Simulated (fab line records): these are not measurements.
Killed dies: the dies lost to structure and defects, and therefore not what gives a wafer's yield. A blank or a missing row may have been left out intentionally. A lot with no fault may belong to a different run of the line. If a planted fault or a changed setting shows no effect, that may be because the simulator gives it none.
Which tool was responsible? / flow sky130 / 45 wafers from 15 lots sampled at 6 of the route's 708 steps

== WHAT EACH GAUGE READ, for each wafer ==
SKY_FIELD_ISO_THK_MEAS_02. Usual: FIELD_ISO_OXIDATION_00_THK gives 11.96 nm (standard deviation 0.21).
lot=L594; measured=day 1 11:41; on=film_metro-04; FIELD_ISO_OXIDATION_00_THK (nm)=12.06 11.93 11.93; flag=
lot=L595; measured=day 1 18:54; on=film_metro-04; FIELD_ISO_OXIDATION_00_THK (nm)=12.18 12.12 12.12; flag=
lot=L596; measured=day 1 22:10; on=film_metro-01; FIELD_ISO_OXIDATION_00_THK (nm)=12.05 12.21 12.07; flag=
lot=L597; measured=day 2 03:22; on=film_metro-04; FIELD_ISO_OXIDATION_00_THK (nm)=12.09 11.99 11.98; flag=
lot=L598; measured=day 2 09:58; on=film_metro-02; FIELD_ISO_OXIDATION_00_THK (nm)=11.98 12.16 12.28; flag=
lot=L600; measured=day 2 18:55; on=film_metro-02; FIELD_ISO_OXIDATION_00_THK (nm)=12.03 11.76 11.71; flag=
lot=L601; measured=day 2 23:15; on=film_metro-04; FIELD_ISO_OXIDATION_00_THK (nm)=11.97 11.83 11.84; flag=
lot=L605; measured=day 3 22:00; on=film_metro-04; FIELD_ISO_OXIDATION_00_THK (nm)=12.09 11.93 12.02; flag=
lot=L606; measured=day 4 02:05; on=film_metro-01; FIELD_ISO_OXIDATION_00_THK (nm)=12.22 12.27 12.12; flag=
lot=L607; measured=day 4 06:20; on=film_metro-01; FIELD_ISO_OXIDATION_00_THK (nm)=12.39 12.38 12.28; flag=
lot=L608; measured=day 4 10:35; on=film_metro-02; FIELD_ISO_OXIDATION_00_THK (nm)=11.87 11.77 12.00; flag=
lot=L609; measured=day 4 14:38; on=film_metro-01; FIELD_ISO_OXIDATION_00_THK (nm)=11.85 11.84 11.81; flag=
lot=L613; measured=day 5 11:25; on=film_metro-01; FIELD_ISO_OXIDATION_00_THK (nm)=12.06 11.74 11.59; flag=
lot=L614; measured=day 5 16:57; on=film_metro-02; FIELD_ISO_OXIDATION_00_THK (nm)=12.05 12.14 12.04; flag=
lot=L615; measured=day 5 20:38; on=film_metro-04; FIELD_ISO_OXIDATION_00_THK (nm)=11.54 11.51 11.45; flag=

SKY_PWDE_OVL_MEAS_07. Usual: PWDE_OVL gives -0.4 nm (standard deviation 1.5).
lot=L594; measured=day 3 18:09; on=overlay-01; PWDE_OVL (nm)=-0.3 1.3 0.4; flag=
lot=L595; measured=day 4 02:19; on=overlay-02; PWDE_OVL (nm)=-0.4 0.1 -1.9; flag=
lot=L596; measured=day 4 07:15; on=overlay-01; PWDE_OVL (nm)=-1.2 2.2 0.8; flag=
lot=L597; measured=day 4 14:19; on=overlay-01; PWDE_OVL (nm)=0.6 -0.1 0.5; flag=
lot=L598; measured=day 4 18:53; on=overlay-02; PWDE_OVL (nm)=-0.8 -1.9 0.2; flag=
lot=L600; measured=day 5 09:12; on=overlay-01; PWDE_OVL (nm)=-1.5 -1.8 -0.5; flag=
lot=L601; measured=day 5 17:08; on=overlay-01; PWDE_OVL (nm)=0.3 3.2 3.9; flag=
lot=L605; measured=day 6 12:48; on=overlay-02; PWDE_OVL (nm)=-2.6 -2.8 -2.3; flag=
lot=L606; measured=day 6 16:48; on=overlay-01; PWDE_OVL (nm)=-0.5 -1.4 -0.6; flag=
lot=L607; measured=day 7 01:53; on=overlay-01; PWDE_OVL (nm)=0.6 -0.4 1.3; flag=
lot=L608; measured=day 7 04:37; on=overlay-02; PWDE_OVL (nm)=-0.7 -0.5 0.8; flag=
lot=L609; measured=day 7 08:40; on=overlay-02; PWDE_OVL (nm)=0.4 0.7 -0.5; flag=
lot=L613; measured=day 8 07:17; on=overlay-01; PWDE_OVL (nm)=0.7 0.9 2.7; flag=
lot=L614; measured=day 8 13:54; on=overlay-02; PWDE_OVL (nm)=-2.1 -2.2 -2.4; flag=
lot=L615; measured=day 8 21:50; on=overlay-02; PWDE_OVL (nm)=-3.0 -2.0 -1.9; flag=

SKY_NWELL_OVL_MEAS_10. Usual: NWELL_00_OVL gives -0.3 nm (standard deviation 1.4).
lot=L594; measured=day 4 09:57; on=overlay-01; NWELL_00_OVL (nm)=0.5 -0.8 -0.1; flag=
lot=L595; measured=day 4 19:01; on=overlay-02; NWELL_00_OVL (nm)=-2.5 -1.2 -1.8; flag=
lot=L596; measured=day 5 01:11; on=overlay-02; NWELL_00_OVL (nm)=-2.5 -0.5 -0.8; flag=
lot=L597; measured=day 5 07:17; on=overlay-02; NWELL_00_OVL (nm)=-1.1 -2.5 -0.7; flag=
lot=L598; measured=day 5 12:49; on=overlay-02; NWELL_00_OVL (nm)=-0.7 1.3 0.5; flag=
lot=L600; measured=day 6 02:47; on=overlay-02; NWELL_00_OVL (nm)=-2.0 -2.7 -1.1; flag=
lot=L601; measured=day 6 12:07; on=overlay-01; NWELL_00_OVL (nm)=2.5 1.9 3.5; flag=
lot=L605; measured=day 7 08:18; on=overlay-02; NWELL_00_OVL (nm)=0.5 -0.8 -0.6; flag=
lot=L606; measured=day 7 12:35; on=overlay-01; NWELL_00_OVL (nm)=1.1 0.0 1.2; flag=
lot=L607; measured=day 7 21:49; on=overlay-02; NWELL_00_OVL (nm)=- - -; flag=OFF
lot=L608; measured=day 8 00:30; on=overlay-01; NWELL_00_OVL (nm)=- - -; flag=OFF
lot=L609; measured=day 8 05:46; on=overlay-01; NWELL_00_OVL (nm)=- - -; flag=OFF
lot=L613; measured=day 9 05:11; on=overlay-01; NWELL_00_OVL (nm)=1.7 2.2 2.1; flag=
lot=L614; measured=day 9 11:48; on=overlay-02; NWELL_00_OVL (nm)=0.4 0.1 -0.3; flag=
lot=L615; measured=day 9 20:36; on=overlay-01; NWELL_00_OVL (nm)=0.7 -0.7 1.4; flag=

SKY_NWELL_TW_MEAS_26. Usual: NWELL_2_TW gives 498 (standard deviation 5).
lot=L594; measured=day 5 04:07; on=film_metro-03; NWELL_2_TW=492 496 493; flag=
lot=L595; measured=day 5 13:59; on=film_metro-04; NWELL_2_TW=502 504 506; flag=
lot=L596; measured=day 5 19:17; on=film_metro-03; NWELL_2_TW=492 491 492; flag=
lot=L597; measured=day 6 02:26; on=film_metro-03; NWELL_2_TW=488 490 490; flag=
lot=L598; measured=day 6 07:20; on=film_metro-04; NWELL_2_TW=502 503 503; flag=
lot=L600; measured=day 6 22:53; on=film_metro-04; NWELL_2_TW=504 507 504; flag=
lot=L601; measured=day 7 07:57; on=film_metro-03; NWELL_2_TW=492 494 491; flag=
lot=L605; measured=day 8 05:46; on=film_metro-01; NWELL_2_TW=494 499 500; flag=
lot=L606; measured=day 8 10:36; on=film_metro-03; NWELL_2_TW=493 494 491; flag=
lot=L607; measured=day 8 20:16; on=film_metro-04; NWELL_2_TW=1847 1849 1835; flag=OFF
lot=L608; measured=day 8 22:29; on=film_metro-04; NWELL_2_TW=1843 1840 1847; flag=OFF
lot=L609; measured=day 9 03:46; on=film_metro-03; NWELL_2_TW=1823 1811 1811; flag=OFF
lot=L613; measured=day 10 04:32; on=film_metro-03; NWELL_2_TW=495 494 490; flag=
lot=L614; measured=day 10 10:49; on=film_metro-03; NWELL_2_TW=495 495 496; flag=
lot=L615; measured=day 10 20:43; on=film_metro-01; NWELL_2_TW=496 494 498; flag=

SKY_VT_ADJUST_HVTP_OVL_MEAS_08. Usual: VT_ADJUST_HVTP_OVL gives -1.1 nm (standard deviation 1.1).
lot=L594; measured=day 5 21:29; on=overlay-01; VT_ADJUST_HVTP_OVL (nm)=-2.9 -2.0 -1.4; flag=
lot=L595; measured=day 6 08:36; on=overlay-01; VT_ADJUST_HVTP_OVL (nm)=0.3 0.8 0.5; flag=
lot=L596; measured=day 6 14:29; on=overlay-01; VT_ADJUST_HVTP_OVL (nm)=-1.2 -1.3 -2.5; flag=
lot=L597; measured=day 6 21:48; on=overlay-02; VT_ADJUST_HVTP_OVL (nm)=-1.4 -0.4 -0.8; flag=
lot=L598; measured=day 7 02:55; on=overlay-01; VT_ADJUST_HVTP_OVL (nm)=1.4 0.3 -0.9; flag=
lot=L600; measured=day 7 18:16; on=overlay-01; VT_ADJUST_HVTP_OVL (nm)=0.1 -0.6 1.8; flag=
lot=L601; measured=day 8 03:56; on=overlay-01; VT_ADJUST_HVTP_OVL (nm)=-0.8 -0.3 -1.1; flag=
lot=L605; measured=day 9 03:52; on=overlay-01; VT_ADJUST_HVTP_OVL (nm)=-0.9 -0.8 -1.2; flag=
lot=L606; measured=day 9 09:05; on=overlay-02; VT_ADJUST_HVTP_OVL (nm)=-3.0 -2.4 0.0; flag=
lot=L607; measured=day 9 18:22; on=overlay-01; VT_ADJUST_HVTP_OVL (nm)=-1.7 -3.1 -2.4; flag=
lot=L608; measured=day 9 21:00; on=overlay-02; VT_ADJUST_HVTP_OVL (nm)=-4.2 -2.3 -0.9; flag=
lot=L609; measured=day 10 01:45; on=overlay-02; VT_ADJUST_HVTP_OVL (nm)=-2.4 -2.9 -0.3; flag=
lot=L613; measured=day 11 03:38; on=overlay-01; VT_ADJUST_HVTP_OVL (nm)=-0.9 -1.6 -0.7; flag=
lot=L614; measured=day 11 10:47; on=overlay-01; VT_ADJUST_HVTP_OVL (nm)=-0.3 0.8 -0.1; flag=
lot=L615; measured=day 11 20:26; on=overlay-01; VT_ADJUST_HVTP_OVL (nm)=-0.8 -1.1 -1.3; flag=

== WHICH TOOL RAN EACH LOT (tool, then ch and the chambers of the sampled wafers, then the start) ==
lot=L594; SKY_NWELL_COAT_05=litho_track-02 ch 0, day 4 02:22
lot=L595; SKY_NWELL_COAT_05=litho_track-04 ch 0, day 4 09:50
lot=L596; SKY_NWELL_COAT_05=litho_track-01 ch 0, day 4 16:12
lot=L597; SKY_NWELL_COAT_05=litho_track-01 ch 0, day 4 22:56
lot=L598; SKY_NWELL_COAT_05=litho_track-02 ch 0, day 5 03:29
lot=L600; SKY_NWELL_COAT_05=litho_track-01 ch 0, day 5 18:05
lot=L601; SKY_NWELL_COAT_05=litho_track-04 ch 0, day 6 01:28
lot=L605; SKY_NWELL_COAT_05=litho_track-02 ch 0, day 6 21:55
lot=L606; SKY_NWELL_COAT_05=litho_track-02 ch 0, day 7 02:37
lot=L607; SKY_NWELL_COAT_05=litho_track-01, day 7 11:59
lot=L608; SKY_NWELL_COAT_05=litho_track-01, day 7 14:12
lot=L609; SKY_NWELL_COAT_05=litho_track-01, day 7 18:26
lot=L613; SKY_NWELL_COAT_05=litho_track-02 ch 0, day 8 17:55
lot=L614; SKY_NWELL_COAT_05=litho_track-04 ch 0, day 9 00:41
lot=L615; SKY_NWELL_COAT_05=litho_track-04 ch 0, day 9 09:32
- SKY_NWELL_COAT_05: resist thk 3000 nm.

== WHAT THE TOOLS THEMSELVES READ (means of the sampled wafers that have a number; where no wafer has one, the mark that the record gives instead) ==
SKY_NWELL_COAT_05. Usual: chill_plate_temp_C 22.98 C, standard deviation 0.11; dispense_pressure_kPa 48.0 kPa, standard deviation 0.41.
lot=L594; tool=litho_track-02; chill_plate_temp_C (C)=22.97; dispense_pressure_kPa (kPa)=48.5; flag=
lot=L595; tool=litho_track-04; chill_plate_temp_C (C)=22.86; dispense_pressure_kPa (kPa)=47.4; flag=
lot=L596; tool=litho_track-01; chill_plate_temp_C (C)=22.97; dispense_pressure_kPa (kPa)=48.2; flag=
lot=L597; tool=litho_track-01; chill_plate_temp_C (C)=22.89; dispense_pressure_kPa (kPa)=48.2; flag=
lot=L598; tool=litho_track-02; chill_plate_temp_C (C)=22.93; dispense_pressure_kPa (kPa)=48.4; flag=
lot=L600; tool=litho_track-01; chill_plate_temp_C (C)=23.13; dispense_pressure_kPa (kPa)=48.2; flag=
lot=L601; tool=litho_track-04; chill_plate_temp_C (C)=23.06; dispense_pressure_kPa (kPa)=47.5; flag=
lot=L605; tool=litho_track-02; chill_plate_temp_C (C)=23.01; dispense_pressure_kPa (kPa)=48.5; flag=
lot=L606; tool=litho_track-02; chill_plate_temp_C (C)=22.82; dispense_pressure_kPa (kPa)=48.5; flag=
lot=L607; tool=litho_track-01; chill_plate_temp_C (C)=-; dispense_pressure_kPa (kPa)=-; flag=OFF
lot=L608; tool=litho_track-01; chill_plate_temp_C (C)=-; dispense_pressure_kPa (kPa)=-; flag=OFF
lot=L609; tool=litho_track-01; chill_plate_temp_C (C)=-; dispense_pressure_kPa (kPa)=-; flag=OFF
lot=L613; tool=litho_track-02; chill_plate_temp_C (C)=22.92; dispense_pressure_kPa (kPa)=48.5; flag=
lot=L614; tool=litho_track-04; chill_plate_temp_C (C)=23.07; dispense_pressure_kPa (kPa)=47.5; flag=
lot=L615; tool=litho_track-04; chill_plate_temp_C (C)=22.94; dispense_pressure_kPa (kPa)=47.5; flag=

== THE ANSWER, worked out from the rows above alone ==
Rule: a lot counts as off when the mean over its wafers that have a number is more than 3 standard deviations away from the usual mean. Also off: a lot with no number at a reading for which 4 or more lots have one. All remaining lots with rows at the step are treated as sound. The gauges are gone through in route order, then the tools' own readings, and for those a lot's mean is taken as printed above. The first step at which some lot is off is used, and at that step the reading that is off furthest; a lot without a number counts as furthest.
Off: L607, L608, L609, seen at SKY_NWELL_OVL_MEAS_10 (NWELL_00_OVL). Without a number there: L607, L608, L609.
If a tool, at a process step before that reading, ran all the lots that are off and no sound lot after the first of them, it fits. The gauges at SKY_NWELL_OVL_MEAS_10 aren't tried: what is off there is off at SKY_NWELL_TW_MEAS_26 too, on other tools, and a gauge's error can't cause that. One fits: SKY_NWELL_COAT_05 on litho_track-01. Its last sound lot is L600 (day 5 18:05), its first lot that is off L607 (day 7 11:59): a fault that began between those two fits.
Blank at SKY_NWELL_COAT_05 on the lots that are off, where sound lots have numbers: chill_plate_temp_C, dispense_pressure_kPa.

== WHAT HAD BEEN PUT IN BY THE SIMULATOR ==
Whole step skipped at SKY_NWELL_COAT_05 on litho_track-01, starting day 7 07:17. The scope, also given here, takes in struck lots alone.
Lots struck among those shown: L607, L608, L609. The rule above found the same.
